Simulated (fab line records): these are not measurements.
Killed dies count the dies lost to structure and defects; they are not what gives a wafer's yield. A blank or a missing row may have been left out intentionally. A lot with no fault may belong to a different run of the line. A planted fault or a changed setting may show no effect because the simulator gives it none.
Code-filled problem report in 8D (eight disciplines) form + flow gf180mcu + the parts of the form that need people (team, actions taken, sign-off) are left out

== 1. THE PROBLEM ==
cd-nm at GF_SAB_CD_MEAS_09 reads a mean of 355.8 nm on 4 wafers of 3 lots; wafers without a fault read 419.9 nm with a standard deviation of 2.1. That is -31 standard deviations from the usual mean.
The step: target cd 420 nm.
The first sign was on wafer L910.1 at day 16 14:39, on cd-sem-01. At this step, 44 wafers from 15 lots have a number in the record. Rule for "out" (also "out of limits"): further than 4 standard deviations from the usual mean. All remaining wafers that have a number are taken as sound.

== 2. WHAT IT IS AND WHAT IT IS NOT ==
| question                    | is                             | is not                                                                                                                          |
|-----------------------------|--------------------------------|---------------------------------------------------------------------------------------------------------------------------------|
| which readings at this step | cd-nm                          | -                                                                                                                               |
| which lots                  | L910, L911, L914               | L907, L908, L920, L921, L922, L923, L924, L925, L926, L927, L928, L929                                                          |
| which wafers of those lots  | L910.1, L911.1, L914.1, L914.2 | L910.4, L910.5, L911.5, L911.6                                                                                                  |
| read on which gauges        | cd-sem-01, cd-sem-02           | -                                                                                                                               |
| when                        | from day 16 14:39              | up to then (8 sound wafers); but 32 sound wafers of L911, L920, L921, L922, L923, L924, L925, L926, L927, L928, L929 came after |

== 3. THE SUSPECTS, EACH WITH WHAT RULES IT OUT ==
Counting: a tool at a process step up to the reading stays a suspect if it ran every lot that is out. Sound lots after the first of them don't rule it out here, since some wafers of a struck lot are sound.
- the gauge at GF_SAB_CD_MEAS_09 is ruled out. The wafers that are out were read on 2 gauges (cd-sem-01, cd-sem-02).
- iline-stepper-01 at GF_SAB_EXPOSE_06 (exposes mask SAB, target cd 420 nm): kept. Ran every lot that is out, first one L910 (day 16 03:57); last sound lot up to then L907 (day 15 00:54).
The count leaves iline-stepper-01 at GF_SAB_EXPOSE_06.

== 4. THE CAUSE (what the simulator had put in) ==
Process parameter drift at GF_SAB_EXPOSE_06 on iline-stepper-01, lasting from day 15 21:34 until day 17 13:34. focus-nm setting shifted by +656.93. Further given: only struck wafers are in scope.
Only this tool survived the counting.

== 5. THE EFFECT CHAIN, in route order ==
Each row: a reading where the mean over the struck wafers with a number is more than 3 standard deviations away from the usual. Scope: only readings with a usual standard deviation given in the record; hours: median across lots of the time from each lot's start at the first step in this table that gives one to its start at this step; sigmas: change in usual standard deviations.
| hours | step              | reading | usual    | on struck wafers | change | sigmas |
|-------|-------------------|---------|----------|------------------|--------|--------|
| 0     | GF_SAB_CD_MEAS_09 | cd-nm   | 419.9 nm | 355.8            | -64.1  | -31    |

== 6. WHAT WOULD HAVE CAUGHT IT SOONER ==
17 hours passed between the start of the fault at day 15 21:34 and the first reading out of limits at a measuring or inspecting step in this record, taken at day 16 14:39.
Of the tool readings at GF_SAB_EXPOSE_06 for which the record gives a usual standard deviation, none was out on any struck wafer, so an alarm limit of 4 standard deviations on them would not have fired.
Of the lots that are out (3), L914 began GF_SAB_EXPOSE_06 on iline-stepper-01 after day 16 14:39. It would have been spared by a hold on the tool at that moment.
